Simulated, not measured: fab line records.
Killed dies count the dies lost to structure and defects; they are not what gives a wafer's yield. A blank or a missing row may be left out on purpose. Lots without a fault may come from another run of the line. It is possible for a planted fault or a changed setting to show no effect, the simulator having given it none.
Chamber matching ; flow sky130 ; SKY_CONTACT_CMP_27 on cmp-02: 4 sister chambers
The step polishes, stops on SiO2, t overpolish 15 s, target thk 0 nm. 27 wafers are shown with their chamber, then 12 later ones without.

== EACH WAFER AND ITS CHAMBER ==
wafer;chamber;motor current A (A);time to endpoint s (s);head pressure psi (psi)
L074.2;2;12.8;84;3.509
L074.4;0;11.0;78;3.498
L074.5;3;11.1;85;3.510
L075.3;2;12.8;81;3.507
L075.5;0;11.5;77;3.509
L075.6;3;10.9;82;3.508
L076.1;3;11.7;80;3.511
L076.3;1;10.4;79;3.502
L076.5;2;13.1;76;3.492
L077.1;3;10.3;85;3.501
L077.5;0;10.7;80;3.509
L077.6;1;10.3;84;3.497
L079.2;1;10.8;79;3.493
L079.5;1;10.5;80;3.496
L079.6;2;13.5;81;3.492
L080.2;2;12.7;85;3.502
L080.4;3;11.1;84;3.503
L080.5;3;10.8;83;3.503
L081.4;3;11.4;84;3.507
L081.5;2;13.3;80;3.496
L081.6;3;11.1;82;3.494
L082.2;1;10.6;79;3.517
L082.4;2;12.8;80;3.498
L082.6;0;11.2;78;3.494
L088.2;2;12.9;84;3.489
L088.4;3;10.9;84;3.494
L088.6;0;11.0;77;3.500

SIGNATURES (averages over the wafers above)
reading;chamber 0;chamber 1;chamber 2;chamber 3;scatter within a chamber
motor current A;11.080;10.520;12.988;11.033;0.315
time to endpoint s;78.00;80.20;81.38;83.22;2.15
head pressure psi;3.50200;3.50100;3.49812;3.50344;0.00733
Rule: for each reading, subtract the chamber's mean from the wafer's reading, divide by that reading's scatter and square the result; add these up over the readings and take the root, which gives the wafer's distance from the chamber. If the next closest chamber is less than 2 further off than the closest, the wafer can't be placed; otherwise it belongs to the closest. The scatter: take each reading less its chamber's mean, square it, sum over the shown wafers, divide by the number of wafers less the number of chambers, and take the root.

== WAFERS WITH NO CHAMBER GIVEN ==
wafer;motor current A (A);time to endpoint s (s);head pressure psi (psi)
L090.4;10.5;85;3.498
L090.5;13.3;84;3.502
L090.6;11.5;83;3.488
L091.2;10.1;79;3.508
L091.3;12.8;80;3.509
L091.6;10.0;79;3.487
L094.3;10.9;75;3.506
L094.5;10.1;75;3.480
L094.6;13.0;78;3.496
L095.1;13.0;80;3.498
L095.4;10.9;81;3.487
L095.5;13.4;80;3.498

== WHICH CHAMBER EACH ONE RAN IN ==
wafer;from the rows above;in truth
L090.4;can't be placed: 3 or 1 or 0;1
L090.5;2;2
L090.6;can't be placed: 3 or 0 or 1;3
L091.2;can't be placed: 1 or 0 or 3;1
L091.3;2;2
L091.6;can't be placed: 1 or 0 or 3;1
L094.3;can't be placed: 0 or 1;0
L094.5;can't be placed: 1 or 0 or 3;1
L094.6;2;2
L095.1;2;2
L095.4;can't be placed: 1 or 3 or 0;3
L095.5;2;2
5 of 12 placed correctly. From these rows, 7 cannot be placed; in 7 the true chamber is one of the candidates. Number placed wrongly: 0.
